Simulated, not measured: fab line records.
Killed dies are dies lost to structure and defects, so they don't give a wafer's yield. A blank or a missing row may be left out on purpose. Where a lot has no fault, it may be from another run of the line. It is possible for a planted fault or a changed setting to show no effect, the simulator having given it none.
A lot that was struck, set against a sound lot :: flow gf180mcu :: 14 out of 602 route steps
Sound: these wafers, L150.2, L150.4, L150.6. Struck: wafers L155.1, L155.3, L155.4. The cause is named last.
Each step with rows lists, per side, the tool, then ch with its chambers, then its first start. Under that, the readings that differ: sound wafers :: struck wafers :: difference of the means :: sigmas: that difference in standard deviations of wafers without a fault.
alike: same words and numbers on both sides, and readings whose means sit less than 2 such deviations apart. not compared: any withheld reading, any reading some wafer has no value for, any bound like >300 that may hide the same value, and any number with overlapping values for which the record gives no deviation.
The two part at a step that has a row with sigmas, a row that says differs or no value, or rows on one side only. When numbers do not overlap yet have no deviation, they are printed without sigmas and do not part them. A reading missing from all wafers of one side parts the sides only when that side holds two or more wafers.

GF_CONTACT_CMP_27: polishes, stops on SiO2, t overpolish 15 s, target thk 0 nm.
  sound on cmp-02 ch 0,2,3, day 17 09:55; struck on cmp-02 ch 0,1,2, day 19 06:25
  alike: edge-zone-pressure-frac, motor-current-A, overpolish-run-s, slurry-filter-dp-kPa, time-to-endpoint-s
GF_M1_SPUTTER_00: material Ti, target thk 37.5 nm, time 150 s.
  struck on pvd-sputter-03, day 19 06:43; sound on pvd-sputter-04, day 17 10:10
  alike: throttle-valve-pct
GF_M1_SPUTTER_01: material TiN, target thk 30 nm, time 25 s.
  struck on pvd-sputter-03, day 19 06:49; sound on pvd-sputter-04, day 17 10:16
  alike: throttle-valve-pct
GF_M1_SPUTTER_02: material AlCu, target thk 450 nm, time 23.9 s.
  struck on pvd-sputter-03, day 19 06:51; sound on pvd-sputter-04, day 17 10:17
  alike: throttle-valve-pct
GF_M1_SPUTTER_03: material Ti, target thk 10 nm, time 6.7 s.
  struck on pvd-sputter-03, day 19 06:53; sound on pvd-sputter-04, day 17 10:19
  alike: throttle-valve-pct
then, 1 step without rows for these wafers: GF_M1_SPUTTER_04 (material TiN, target thk 50 nm, time 41.7 s).
GF_M1_RS_MEAS_05: measurement is done with a four-point probe.
  struck on film-metro-03, day 19 06:57; sound on film-metro-02, day 17 10:24
  alike: M1_ALCU_RS
GF_M1_THK_MEAS_06: measures by xrf.
  struck on film-metro-03, day 19 07:04; sound on film-metro-02, day 17 10:31
reading: M1_ALCU_THK (nm)
sound: 453 456 455
struck: 468 468 461
difference: +11
sigmas: +2
then, 4 steps without rows for these wafers: GF_M1_DEHYDRATE_07 (time 60 s); GF_M1_HMDS_08 (prime time 60 s); GF_M1_COAT_09 (resist thk 1000 nm); GF_M1_SOFTBAKE_10 (time 60 s).
GF_M1_EXPOSE_11: exposes mask Metal1, target cd 230 nm.
  sound on krf-scanner-01 ch 0, day 17 22:00; struck on krf-scanner-01, day 19 19:24
  no value came back on the struck wafers for exposure-dose-mJ-cm2, focus-offset-nm (nm), na; on the sound wafers exposure-dose-mJ-cm2 reads 28.125 28.152 28.113
  alike: mask
then, 1 step without rows for these wafers: GF_M1_PEB_12 (peb time 87.21 s).

WHERE THEY PART
First at GF_M1_THK_MEAS_06; last, within this record, at GF_M1_EXPOSE_11.

WHY: the cause the simulator had injected
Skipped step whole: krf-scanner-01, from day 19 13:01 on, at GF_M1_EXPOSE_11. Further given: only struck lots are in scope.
